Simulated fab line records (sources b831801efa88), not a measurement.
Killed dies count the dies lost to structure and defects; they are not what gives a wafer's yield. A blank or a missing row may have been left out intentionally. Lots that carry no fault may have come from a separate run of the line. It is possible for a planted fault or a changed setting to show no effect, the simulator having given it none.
fab line records    flow gf180mcu
[record] lots = 5  wafers = 23
route steps=602 shown PSD@250 NSD@262 SAB@264 CONTACT@291 M1@318 V1@335
start-h: start of the lot's first displayed wafer, in hours after the record's first day    wait-h: hours from the lot's prior step to this one    " unchanged from the row above    L1.1+2: a single row standing in for several wafers    - no value present, or no start provided    * or withheld: withheld    < > ~ a bound
route shown NAME@n: a module of which the file shows steps, and the number in the route of the first    usual: average and standard deviation across the fault-free wafers    same: alike in all rows    chamber/n: place in a boat    sites: per-site readings    _std_site: the standard deviation of these    _edge_site: the outer-site mean with the inner-site mean subtracted    radius-mm: how far each site lies from the wafer's centre    mask NAME#n: copy n    behind: the last tool/chamber to shape the wafer    hold: why the lot was held/for how many hours/how that ended    device: transistor that didn't switch, given as n, p or np    end of line: tests run on the same wafers once the route is complete    step lacking rows: just its recipe    killed: dies lost to structure and defects at the first sort, not the wafer's yield    map: a wafer's dies, x killed, . not, _ none there
set.NAME: setting as actually run; set.NAME@STEP: the setting as run at that earlier step    model.NAME: the simulator's own value behind a step, which no gauge read
lots run with intentionally changed settings; tables by step, rows by wafer
[[steps]]
[step GF_PSD_COAT_02]
[recipe] resist = NOVOLAK  spin-rpm = 3000  resist-thk-nm = 1000
lot.wafer  tool            chamber  start-h  wait-h  set.resist-thk-nm  model.NOVOLAK_of_PSD_COAT_02.thk-nm
L074.1     litho-track-04  0        305.97   0.1     1000               992.4
L074.2     "               0        "        "       1000               996.2
L074.3     "               0        "        "       1000               995
L074.4     "               0        "        "       1000               994.8
L074.5     "               0        "        "       1000               994.9
L077.1     litho-track-03  0        329.84   0.1     1055               1060
L077.2     "               0        "        "       1055               1059
L077.4     "               0        "        "       1000               1004
L077.5     "               0        "        "       1000               1005
L077.6     "               0        "        "       1000               1006
L081.1     litho-track-04  0        363.97   0.1     944.6              940.7
L081.2     "               0        "        "       1000               997.4
L081.3+5   "               0        "        "       944.6              942.4
L081.6     "               0        "        "       1000               996
L082.2     litho-track-04  0        368.55   0.1     1000               1000
L082.3     "               0        "        "       1000               998.3
L082.5     "               0        "        "       1000               999.6
L084.1     litho-track-04  0        396.02   0.1     1046               1046
L084.2+4   "               0        "        "       1046               1047
L084.3+5   "               0        "        "       1000               1001
[step GF_PSD_SOFTBAKE_03]
[recipe] temp-c = 90  time-s = 60  resist = NOVOLAK
[step GF_PSD_EXPOSE_04]
[recipe] mask-id = Pplus  target-cd-nm = 400  na = 0.6  source-shape = conventional  sigma-outer = 0.6  dose-mj = 140
[step GF_PSD_PEB_05]
[recipe] temp-c = withheld  time-s = *  resist = NOVOLAK
[step GF_PSD_DEVELOP_06]
[recipe] develop-time-s = 60  dev-temp-c = 23
[step GF_PSD_CD_MEAS_07]
[recipe] target-cd-nm = 400
[usual] cd-nm = 400.7/2.3
lot.wafer  tool       chamber  start-h  wait-h  set.resist-thk-nm@PSD_COAT_02  cd-nm
L074.1     cd-sem-02  -        316.39   0.1     1000                           397.1
L074.2     "          -        "        "       1000                           398.2
L074.3     "          -        "        "       1000                           399.3
L074.4     "          -        "        "       1000                           397.8
L074.5     "          -        "        "       1000                           396.2
L077.1     cd-sem-02  -        341.39   0.1     1055                           391.3
L077.2     "          -        "        "       1055                           390.9
L077.4     "          -        "        "       1000                           396.7
L077.5     "          -        "        "       1000                           395.1
L077.6     "          -        "        "       1000                           395.5
L081.1     cd-sem-02  -        374.77   0.1     944.6                          409.4
L081.2     "          -        "        "       1000                           400.8
L081.3     "          -        "        "       944.6                          406.5
L081.5     "          -        "        "       944.6                          406.8
L081.6     "          -        "        "       1000                           401.5
L082.2     cd-sem-02  -        379.91   0.1     1000                           397.6
L082.3     "          -        "        "       1000                           401.8
L082.5     "          -        "        "       1000                           399.1
L084.1     cd-sem-01  -        407.87   0.1     1046                           397.0
L084.2     "          -        "        "       1046                           397.0
L084.3     "          -        "        "       1000                           401.3
L084.4     "          -        "        "       1046                           397.2
L084.5     "          -        "        "       1000                           403.6
[step GF_PSD_STRIP_10]
[recipe] chemistry = O2/N2  power-w = 1400  pressure-mtorr = 1500  platen-temp-c = 250  o2-flow-sccm = 3000  n2-flow-sccm = 300  overash-fraction = 0.5
[usual] strip-time-to-endpoint-s = 16.51/0.033
lot.wafer  tool             chamber  start-h  wait-h  set.o2-flow-sccm  set.resist-thk-nm@PSD_COAT_02  strip-time-to-endpoint-s
L074.1     plasma-asher-03  0        316.70   0.1     3000              1000                           16.44
L074.2     "                1        "        "       2848              1000                           16.55
L074.3     "                1        "        "       2848              1000                           16.53
L074.4     "                0        "        "       2848              1000                           16.54
L074.5     "                1        "        "       3000              1000                           16.49
L077.1     plasma-asher-01  1        341.70   0.1     3000              1055                           17.19
L077.2     "                0        "        "       3000              1055                           17.20
L077.4     "                0        "        "       2592              1000                           16.72
L077.5     "                0        "        "       3000              1000                           16.58
L077.6     "                1        "        "       2592              1000                           16.77
L081.1     plasma-asher-01  1        375.08   0.1     3000              944.6                          15.85
L081.2     "                0        "        "       2628              1000                           16.62
L081.3     "                1        "        "       2628              944.6                          16.01
L081.5     "                0        "        "       3000              944.6                          15.88
L081.6     "                1        "        "       2628              1000                           16.64
L082.2     plasma-asher-03  1        380.19   0.1     3000              1000                           16.52
L082.3     "                1        "        "       3000              1000                           16.50
L082.5     "                0        "        "       3000              1000                           16.50
L084.1     plasma-asher-03  1        408.18   0.1     3000              1046                           17.06
L084.2     "                0        "        "       3000              1046                           17.08
L084.3     "                1        "        "       3000              1000                           16.53
L084.4     "                0        "        "       3000              1046                           17.10
L084.5     "                1        "        "       3000              1000                           16.56
[step GF_PSD_CLEAN_12]
[recipe] chemistry = SC1/SC2  mix = 1:4:20  temp-c = 70  time-s = 150  dry = n2-spin
[step GF_PSD_RTA_13]
[recipe] temp-c = 1025  time-s = 20  ambient = N2
[step GF_PSD_RS_MEAS_14]
[recipe] thk-meas-gauge = four-point-probe
[usual] NSD_RS = 46.06/0.081
lot.wafer  tool           chamber  start-h  wait-h  set.energy-kev@NSD_IMPLANT_09  NSD_RS[ohm/sq]
L074.1     film-metro-04  -        317.00   0.1     60                             46.08
L074.2     "              -        "        "       60                             46.08
L074.3     "              -        "        "       60                             46.04
L074.4     "              -        "        "       60                             46.08
L074.5     "              -        "        "       60                             46.18
L077.1     film-metro-02  -        341.99   0.1     60                             46.11
L077.2     "              -        "        "       60                             46.24
L077.4     "              -        "        "       60                             46.18
L077.5     "              -        "        "       60                             46.20
L077.6     "              -        "        "       60                             46.18
L081.1     film-metro-02  -        375.42   0.1     60                             46.15
L081.2     "              -        "        "       65.06                          44.73
L081.3     "              -        "        "       60                             46.13
L081.5     "              -        "        "       65.06                          44.59
L081.6     "              -        "        "       65.06                          44.61
L082.2     film-metro-02  -        380.51   0.1     60                             46.07
L082.3     "              -        "        "       60                             46.01
L082.5     "              -        "        "       60                             46.11
L084.1     film-metro-04  -        408.47   0.1     63.4                           45.09
L084.2     "              -        "        "       60                             46.11
L084.3     "              -        "        "       60                             46.06
L084.4     "              -        "        "       63.4                           45.01
L084.5     "              -        "        "       60                             46.09
[step GF_SAB_CVD_00]
[recipe] material = SiO2  target-thk-nm = 50  precursor = TEOS  temp-c = 400  time-s = 4.9302  rf-w = 600
lot.wafer  tool      chamber  start-h  wait-h  set.time-s  model.SiO2_of_SAB_CVD_00.thk-nm
L074.1     pecvd-04  1        317.24   0.1     4.9302      50.41
L074.2     "         2        "        "       5.58        55.99
L074.3     "         0        "        "       5.58        56.58
L074.4     "         2        "        "       4.9302      50.49
L074.5     "         1        "        "       4.9302      50.91
L077.1     pecvd-03  0        342.23   0.1     4.9302      49.42
L077.2     "         1        "        "       4.9302      49.93
L077.4     "         2        "        "       4.9302      50.44
L077.5     "         1        "        "       4.9302      50.32
L077.6     "         0        "        "       4.9302      50.19
L081.1     pecvd-02  1        375.66   0.1     4.9302      48.76
L081.2     "         0        "        "       4.9302      49.49
L081.3     "         2        "        "       4.9302      48.31
L081.5     "         0        "        "       4.9302      50.07
L081.6     "         1        "        "       4.9302      49.8
L082.2     pecvd-04  2        380.73   0.1     4.9302      49.95
L082.3     "         0        "        "       4.9302      49.75
L082.5     "         2        "        "       4.9302      50.72
L084.1     pecvd-02  0        408.71   0.1     4.56        45.51
L084.2     "         2        "        "       4.9302      48.58
L084.3     "         1        "        "       4.9302      48.64
L084.4     "         1        "        "       4.9302      50
L084.5     "         2        "        "       4.56        45.46
[step GF_SAB_THK_MEAS_01]
[recipe] reads = SiO2_of_SAB_CVD_00
[usual] SAB_CVD_00_THK = 49.8/0.62
lot.wafer  tool           chamber  start-h  wait-h  set.time-s@SAB_CVD_00  SAB_CVD_00_THK[nm]
L074.1     film-metro-01  -        317.26   0.0     4.9302                 50.4
L074.2     "              -        "        "       5.58                   56.0
L074.3     "              -        "        "       5.58                   56.6
L074.4     "              -        "        "       4.9302                 50.4
L074.5     "              -        "        "       4.9302                 50.9
L077.1     film-metro-01  -        342.25   0.0     4.9302                 49.4
L077.2     "              -        "        "       4.9302                 49.9
L077.4     "              -        "        "       4.9302                 50.4
L077.5     "              -        "        "       4.9302                 50.3
L077.6     "              -        "        "       4.9302                 50.2
L081.1     film-metro-04  -        375.68   0.0     4.9302                 48.8
L081.2     "              -        "        "       4.9302                 49.5
L081.3     "              -        "        "       4.9302                 48.3
L081.5     "              -        "        "       4.9302                 50.1
L081.6     "              -        "        "       4.9302                 49.8
L082.2     film-metro-01  -        380.76   0.0     4.9302                 50.0
L082.3     "              -        "        "       4.9302                 49.8
L082.5     "              -        "        "       4.9302                 50.8
L084.1     film-metro-01  -        408.73   0.0     4.56                   45.5
L084.2     "              -        "        "       4.9302                 48.6
L084.3     "              -        "        "       4.9302                 48.6
L084.4     "              -        "        "       4.9302                 50.0
L084.5     "              -        "        "       4.56                   45.4
[step GF_SAB_ETCH_11]
[recipe] chemistry = C4F8/O2/Ar  mask-material = NOVOLAK  target = SiO2  target-depth-nm = 55  source-w = 1500  bias-w = 1200  pressure-mtorr = 40  c4f8-flow-sccm = withheld  O2_flow_sccm = 6  Ar_flow_sccm = 300  time-s = 8.5
lot.wafer  tool         chamber  start-h  wait-h  set.source-w  model.SAB.feature-depth-nm
L074.1     rie-diel-03  3        337.63   0.0     1500          54.33
L074.2     "            1        "        "       1679          57.52
L074.3     "            0        "        "       1500          54.93
L074.4     "            2        "        "       1500          54.51
L074.5     "            2        "        "       1679          57.33
L077.1     rie-diel-03  0        363.85   0.0     1500          55.27
L077.2     "            2        "        "       1557          56.07
L077.4     "            2        "        "       1500          55.12
L077.5     "            2        "        "       1557          55.85
L077.6     "            0        "        "       1500          55.6
L081.1     rie-diel-03  1        398.99   0.0     1500          54.73
L081.2     "            3        "        "       1500          55.07
L081.3     "            2        "        "       1407          54.2
L081.5     "            0        "        "       1407          55.12
L081.6     "            1        "        "       1500          55.24
L082.2     rie-diel-03  1        403.99   0.0     1500          53.84
L082.3     "            3        "        "       1500          54.02
L082.5     "            3        "        "       1500          53.68
L084.1     rie-diel-04  2        431.48   0.0     1500          55.71
L084.2     "            3        "        "       1500          54.79
L084.3     "            1        "        "       1395          53.72
L084.4     "            0        "        "       1395          54.28
L084.5     "            1        "        "       1500          54.33
[step GF_CONTACT_CMP_04]
[recipe] material = SiO2  down-force-psi = 4  platen-rpm = 60  pad-velocity-m-s = 0.94248
lot.wafer  tool    chamber  start-h  wait-h  set.leave-above-ref-nm  model.SiO2_of_CONTACT_CVD_02.thk-nm
L074.1+2   cmp-02  1,0      338.74   0.1     560                     560
L074.3     "       2        "        "       560                     559.4
L074.4     "       3        "        "       560                     561.4
L074.5     "       2        "        "       560                     560.3
L077.2     cmp-02  2        365.23   0.3     560                     558.8
L077.1     "       3        "        "       560                     560.2
L077.4     "       0        "        "       560                     559.3
L077.6     "       1        "        "       538.8                   538.5
L077.5     "       2        "        "       538.8                   537.8
L081.3     cmp-02  1        400.10   0.0     560                     561.8
L081.1     "       2        "        "       560                     561.2
L081.2     "       0        "        "       560                     560
L081.6     "       1        "        "       560                     560.2
L081.5     "       2        "        "       560                     561.7
L082.2     cmp-01  1        405.11   0.0     560                     558.9
L082.3     "       0        "        "       560                     559.7
L082.5     "       2        "        "       560                     560.7
L084.2     cmp-01  2        432.57   0.0     533.1                   532.8
L084.1     "       3        "        "       560                     560
L084.4     "       0        "        "       560                     558.3
L084.3     "       1        "        "       533.1                   532.5
L084.5     "       2        "        "       560                     559.9
[step GF_CONTACT_PEB_12]
[recipe] peb-temp-c = 135  peb-time-s = 90  resist = KrF
lot.wafer   tool            chamber  start-h  wait-h  set.peb-temp-c
L074.1+2+5  litho-track-03  0        -        -       133.6
L074.3+4    "               0        "        "       135
L077.1+4+5  litho-track-04  0        -        -       135
L077.2+6    "               0        "        "       138.5
L081.1+2    litho-track-04  0        -        -       135
L081.3+5+6  "               0        "        "       136.9
L082.2+3+5  litho-track-04  0        -        -       135
L084.1+2+3  litho-track-04  0        -        -       135
L084.4+5    "               0        "        "       136.7
[step GF_CONTACT_DEVELOP_13]
[recipe] develop-time-s = 60  resist = KrF  dev-temp-c = 21
[step GF_CONTACT_CD_MEAS_14]
[recipe] target-cd-nm = 220
[usual] cd-nm = 220.4/1.4
lot.wafer  tool       chamber  start-h  wait-h  set.peb-temp-c@CONTACT_PEB_12  cd-nm
L074.1     cd-sem-01  -        360.74   0.1     133.6                          217.7
L074.2     "          -        "        "       133.6                          217.4
L074.3     "          -        "        "       135                            220.6
L074.4     "          -        "        "       135                            221.3
L074.5     "          -        "        "       133.6                          216.6
L077.1     cd-sem-01  -        387.87   0.1     135                            221.3
L077.2     "          -        "        "       138.5                          229.7
L077.4     "          -        "        "       135                            219.5
L077.5     "          -        "        "       135                            219.8
L077.6     "          -        "        "       138.5                          229.2
L081.1     cd-sem-01  -        424.02   0.1     135                            220.9
L081.2     "          -        "        "       135                            220.5
L081.3     "          -        "        "       136.9                          226.1
L081.5     "          -        "        "       136.9                          226.7
L081.6     "          -        "        "       136.9                          225.4
L082.2     cd-sem-01  -        429.04   0.1     135                            221.4
L082.3     "          -        "        "       135                            221.1
L082.5     "          -        "        "       135                            221.5
L084.1     cd-sem-01  -        457.22   0.1     135                            221.0
L084.2     "          -        "        "       135                            222.8
L084.3     "          -        "        "       135                            222.9
L084.4     "          -        "        "       136.7                          227.8
L084.5     "          -        "        "       136.7                          228.1
[step GF_CONTACT_ETCH_16]
[recipe] chemistry = N2/H2  target-depth-a = withheld  overetch-a = withheld  time-s = withheld  target = BARC  ion-energy-ev = 200  source-w = 500  bias-w = 100  pressure-mtorr = 30  n2-flow-sccm = 100  h2-flow-sccm = 200
lot.wafer  tool         chamber  start-h  wait-h  set.peb-temp-c@CONTACT_PEB_12  model.CONTACT.cd-nm
L074.1     rie-diel-03  0        360.89   0.0     133.6                          217.2
L074.2     "            2        "        "       133.6                          218
L074.3+4   "            2,0      "        "       135                            221.2
L074.5     "            2        "        "       133.6                          216.6
L077.1     rie-diel-01  0        388.03   0.0     135                            221.8
L077.2     "            3        "        "       138.5                          230.8
L077.4     "            0        "        "       135                            220.5
L077.5     "            3        "        "       135                            220.6
L077.6     "            2        "        "       138.5                          229.1
L081.1     rie-diel-04  1        424.18   0.0     135                            220.7
L081.2     "            2        "        "       135                            220.4
L081.3     "            0        "        "       136.9                          226.1
L081.5     "            2        "        "       136.9                          226.6
L081.6     "            1        "        "       136.9                          224.7
L082.2+5   rie-diel-04  0,2      429.18   0.0     135                            221.3
L082.3     "            2        "        "       135                            221.1
L084.1     rie-diel-04  1        457.38   0.0     135                            220.7
L084.2     "            0        "        "       135                            222.4
L084.3     "            2        "        "       135                            222.9
L084.4     "            1        "        "       136.7                          227.2
L084.5     "            0        "        "       136.7                          228.1
[step GF_CONTACT_ETCH_17]
[recipe] chemistry = C4F8/O2/Ar  mask-material = KrF  target = SiO2  stop-on = CoSi2  source-w = 1500  bias-w = 1200  pressure-mtorr = 40  c4f8-flow-sccm = withheld  O2_flow_sccm = 6  Ar_flow_sccm = 300  time-s = withheld  target-depth-a = 8600
lot.wafer  tool         chamber  start-h  wait-h  set.leave-above-ref-nm@CONTACT_CMP_04  model.CONTACT.feature-depth-nm
L074.1     rie-diel-03  0        -        -       560                                    863.9
L074.2     "            2        "        "       560                                    865.6
L074.3     "            2        "        "       560                                    863
L074.4     "            0        "        "       560                                    863.3
L074.5     "            2        "        "       560                                    867
L077.1     rie-diel-01  0        -        -       560                                    862.3
L077.2     "            3        "        "       560                                    860.9
L077.4     "            0        "        "       560                                    857.8
L077.5     "            3        "        "       538.8                                  837.5
L077.6     "            2        "        "       538.8                                  838.1
L081.1     rie-diel-04  1        -        -       560                                    862.8
L081.2     "            2        "        "       560                                    858.6
L081.3     "            0        "        "       560                                    862
L081.5     "            2        "        "       560                                    862.2
L081.6     "            1        "        "       560                                    859.8
L082.2     rie-diel-04  0        -        -       560                                    860.1
L082.3     "            2        "        "       560                                    862.8
L082.5     "            2        "        "       560                                    864.4
L084.1     rie-diel-04  1        -        -       560                                    858.8
L084.2     "            0        "        "       533.1                                  834.6
L084.3     "            2        "        "       533.1                                  830.9
L084.4     "            1        "        "       560                                    858.9
L084.5     "            0        "        "       560                                    859.7
[step GF_M1_SPUTTER_03]
[recipe] material = Ti  target-thk-nm = 10  substrate-temp-c = 300  chamber-pressure-pa = 0.3  power-w = 3000  time-s = 6.7
lot.wafer  tool            chamber  start-h  wait-h  set.power-w  model.Ti_of_M1_SPUTTER_03.thk-nm
L074.1     pvd-sputter-01  -        362.38   0.0     3000         10.1
L074.2     "               -        "        "       2905         9.678
L074.3     "               -        "        "       2905         9.81
L074.4     "               -        "        "       3000         9.976
L074.5     "               -        "        "       3000         10.02
L077.1     pvd-sputter-01  -        389.52   0.0     3000         9.969
L077.2     "               -        "        "       3000         10.03
L077.4     "               -        "        "       2680         8.995
L077.5     "               -        "        "       3000         9.957
L077.6     "               -        "        "       2680         8.88
L081.1     pvd-sputter-01  -        425.76   0.0     3150         10.49
L081.2     "               -        "        "       3000         9.946
L081.3     "               -        "        "       3000         9.888
L081.5     "               -        "        "       3150         10.44
L081.6     "               -        "        "       3150         10.56
L082.2     pvd-sputter-01  -        430.48   0.0     3000         10.09
L082.3     "               -        "        "       3000         10.25
L082.5     "               -        "        "       3000         10.07
L084.1     pvd-sputter-02  -        458.68   0.0     3000         10.21
L084.2+5   "               -        "        "       3000         10.37
L084.3     "               -        "        "       3000         10.28
L084.4     "               -        "        "       3000         10.27
[step GF_M1_PEB_12]
[recipe] peb-temp-c = 135  peb-time-s = 90  resist = KrF
lot.wafer       tool            chamber  start-h  wait-h  set.peb-time-s
L074.1+2+3+4+5  litho-track-01  0        -        -       90
L077.1+2+4+5+6  litho-track-03  0        -        -       90
L081.1+3        litho-track-01  0        -        -       90
L081.2+5+6      "               0        "        "       78.36
L082.2+3+5      litho-track-03  0        -        -       90
L084.1+5        litho-track-01  0        -        -       90
L084.2+3+4      "               0        "        "       98.51
[step GF_M1_DEVELOP_13]
[recipe] develop-time-s = 60  dev-temp-c = 21
[step GF_M1_CD_MEAS_14]
[recipe] target-cd-nm = 230
[usual] cd-nm = 230.1/1.1
lot.wafer  tool       chamber  start-h  wait-h  set.peb-time-s@M1_PEB_12  cd-nm
L074.1     cd-sem-02  -        383.74   0.1     90                        230.8
L074.2     "          -        "        "       90                        231.0
L074.3     "          -        "        "       90                        230.6
L074.4     "          -        "        "       90                        230.7
L074.5     "          -        "        "       90                        230.2
L077.1     cd-sem-02  -        412.94   0.1     90                        228.7
L077.2     "          -        "        "       90                        229.7
L077.4     "          -        "        "       90                        229.1
L077.5     "          -        "        "       90                        230.3
L077.6     "          -        "        "       90                        230.6
L081.1     cd-sem-02  -        449.79   0.1     90                        230.5
L081.2     "          -        "        "       78.36                     232.7
L081.3     "          -        "        "       90                        229.9
L081.5     "          -        "        "       78.36                     233.5
L081.6     "          -        "        "       78.36                     233.7
L082.2     cd-sem-02  -        454.55   0.1     90                        229.3
L082.3     "          -        "        "       90                        229.9
L082.5     "          -        "        "       90                        229.4
L084.1     cd-sem-02  -        483.44   0.1     90                        229.2
L084.2     "          -        "        "       98.51                     227.1
L084.3     "          -        "        "       98.51                     227.7
L084.4     "          -        "        "       98.51                     227.3
L084.5     "          -        "        "       90                        229.4
[step GF_V1_CVD_00]
[recipe] material = SiO2  target-thk-nm = 600  sigma-open-frac = 0.3  temp-c = 400  time-s = 100  sih4-flow-sccm = 60  pressure-mtorr = 6
lot.wafer  tool       chamber  start-h  wait-h  set.sih4-flow-sccm  model.SiO2_of_V1_CVD_00.thk-nm
L074.1     hdpcvd-02  0        384.54   0.0     60                  594.7
L074.2     "          1        "        "       60                  592.7
L074.3     "          2        "        "       60                  604.3
L074.4     "          1        "        "       60                  595.2
L074.5     "          2        "        "       60                  601.3
L077.1     hdpcvd-01  0        414.08   0.0     60                  596.5
L077.2     "          2        "        "       51.76               519.4
L077.4     "          1        "        "       60                  600.6
L077.5     "          0        "        "       51.76               513.9
L077.6     "          2        "        "       60                  601
L081.1     hdpcvd-02  0        450.59   0.0     60                  592.1
L081.2     "          1        "        "       51.91               515.4
L081.3     "          2        "        "       51.91               510.4
L081.5     "          1        "        "       51.91               518
L081.6     "          0        "        "       60                  589.1
L082.2     hdpcvd-02  0        455.35   0.0     60                  595.3
L082.3     "          2        "        "       60                  601.3
L082.5     "          2        "        "       60                  596.2
L084.1     hdpcvd-01  1        484.25   0.0     60                  606.3
L084.2     "          2        "        "       60                  606.7
L084.3     "          1        "        "       60                  609.8
L084.4     "          2        "        "       60                  602.6
L084.5     "          2        "        "       60                  605
[step GF_V1_THK_MEAS_01]
[recipe] reads = SiO2_of_V1_CVD_00
[usual] V1_CVD_00_THK = 599/6.5
lot.wafer  tool           chamber  start-h  wait-h  set.sih4-flow-sccm@V1_CVD_00  V1_CVD_00_THK[nm]
L074.1     film-metro-04  -        384.61   0.0     60                            594
L074.2     "              -        "        "       60                            593
L074.3     "              -        "        "       60                            604
L074.4     "              -        "        "       60                            595
L074.5     "              -        "        "       60                            602
L077.1     film-metro-04  -        414.15   0.0     60                            596
L077.2     "              -        "        "       51.76                         519
L077.4     "              -        "        "       60                            600
L077.5     "              -        "        "       51.76                         514
L077.6     "              -        "        "       60                            601
L081.1     film-metro-04  -        450.66   0.0     60                            592
L081.2     "              -        "        "       51.91                         515
L081.3     "              -        "        "       51.91                         510
L081.5     "              -        "        "       51.91                         518
L081.6     "              -        "        "       60                            589
L082.2     film-metro-02  -        455.44   0.0     60                            596
L082.3     "              -        "        "       60                            601
L082.5     "              -        "        "       60                            596
L084.1     film-metro-02  -        484.36   0.1     60                            606
L084.2     "              -        "        "       60                            607
L084.3     "              -        "        "       60                            610
L084.4     "              -        "        "       60                            603
L084.5     "              -        "        "       60                            605
[step GF_V1_CMP_04]
[recipe] material = SiO2  down-force-psi = 4  platen-rpm = 60  pad-velocity-m-s = 0.94248
lot.wafer  tool    chamber  start-h  wait-h  set.leave-above-ref-nm  model.SiO2_of_V1_CVD_02.thk-nm
L074.3     cmp-02  3        384.80   0.0     651.3                   651
L074.4     "       0        "        "       651.3                   650.2
L074.2     "       1        "        "       632.5                   632.2
L074.1     "       2        "        "       651.3                   651.4
L074.5     "       0        "        "       632.5                   630.9
L077.2     cmp-01  1        414.34   0.0     632.5                   631.7
L077.1     "       2        "        "       632.5                   632.5
L077.4     "       0        "        "       632.5                   632
L077.6     "       1        "        "       632.5                   631.8
L077.5     "       2        "        "       632.5                   631.9
L081.2     cmp-01  1        450.90   0.1     665.7                   666.2
L081.3     "       2        "        "       632.5                   633
L081.1     "       3        "        "       665.7                   666.1
L081.5+6   "       0,1      "        "       632.5                   632.8
L082.3     cmp-02  0        455.67   0.1     632.5                   632.2
L082.2+5   "       2,0      "        "       632.5                   632.4
L084.2     cmp-02  3        484.54   0.0     591.1                   590.9
L084.3     "       0        "        "       632.5                   632.8
L084.4     "       1        "        "       591.1                   591.5
L084.1     "       2        "        "       632.5                   633.2
L084.5     "       0        "        "       591.1                   592.3
[[key]]
[split] step = GF_PSD_COAT_02  setting = resist-thk-nm  stated = 1000  by = wafer
[response] step = GF_PSD_COAT_02  reading = model.NOVOLAK_of_PSD_COAT_02.thk-nm  change = +9.91  per = 1%  r = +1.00
[response] step = GF_PSD_CD_MEAS_07  reading = cd-nm  change = -1.05  per = 1%  r = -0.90
[response] step = GF_PSD_STRIP_10  reading = strip-time-to-endpoint-s  change = *  per = 1%  r = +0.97
[split] step = GF_PSD_STRIP_10  setting = o2-flow-sccm  stated = 3000  by = wafer
response none clear
[split] step = GF_SAB_CVD_00  setting = time-s  stated = 4.9302  by = wafer
[response] step = GF_SAB_CVD_00  reading = model.SiO2_of_SAB_CVD_00.thk-nm  change = +0.442  per = 1%  r = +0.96
[response] step = GF_SAB_THK_MEAS_01  reading = SAB_CVD_00_THK  change = +0.446  per = 1%  r = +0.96
[split] step = GF_SAB_ETCH_11  setting = source-w  stated = 1500  by = wafer
[response] step = GF_SAB_ETCH_11  reading = model.SAB.feature-depth-nm  change = +0.184  per = 1%  r = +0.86
[split] step = GF_CONTACT_CMP_04  setting = leave-above-ref-nm  stated = 560  by = wafer
[response] step = GF_CONTACT_CMP_04  reading = model.SiO2_of_CONTACT_CVD_02.thk-nm  change = +5.59  per = 1%  r = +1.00
[response] step = GF_CONTACT_ETCH_17  reading = model.CONTACT.feature-depth-nm  change = +5.66  per = 1%  r = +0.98
[split] step = GF_CONTACT_PEB_12  setting = peb-temp-c  stated = 135  by = wafer
[response] step = GF_CONTACT_CD_MEAS_14  reading = cd-nm  change = +3.74  per = 1%  r = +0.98
[response] step = GF_CONTACT_ETCH_16  reading = model.CONTACT.cd-nm  change = +3.68  per = 1%  r = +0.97
[split] step = GF_M1_SPUTTER_03  setting = power-w  stated = 3000  by = wafer
[response] step = GF_M1_SPUTTER_03  reading = model.Ti_of_M1_SPUTTER_03.thk-nm  change = +0.101  per = 1%  r = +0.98
[split] step = GF_M1_PEB_12  setting = peb-time-s  stated = 90  by = wafer
[response] step = GF_M1_CD_MEAS_14  reading = cd-nm  change = -0.229  per = 1%  r = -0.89
[split] step = GF_V1_CVD_00  setting = sih4-flow-sccm  stated = 60  by = wafer
[response] step = GF_V1_CVD_00  reading = model.SiO2_of_V1_CVD_00.thk-nm  change = +5.83  per = 1%  r = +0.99
[response] step = GF_V1_THK_MEAS_01  reading = V1_CVD_00_THK  change = +5.82  per = 1%  r = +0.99
[split] step = GF_V1_CMP_04  setting = leave-above-ref-nm  stated = 632.5  by = wafer
[response] step = GF_V1_CMP_04  reading = model.SiO2_of_V1_CVD_02.thk-nm  change = +6.35  per = 1%  r = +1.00
split outside-this-file step=GF_NSD_IMPLANT_09 setting=energy-kev
// split outside-this-file: this setting was split too, and the file shows its column; the key of that split is in another file
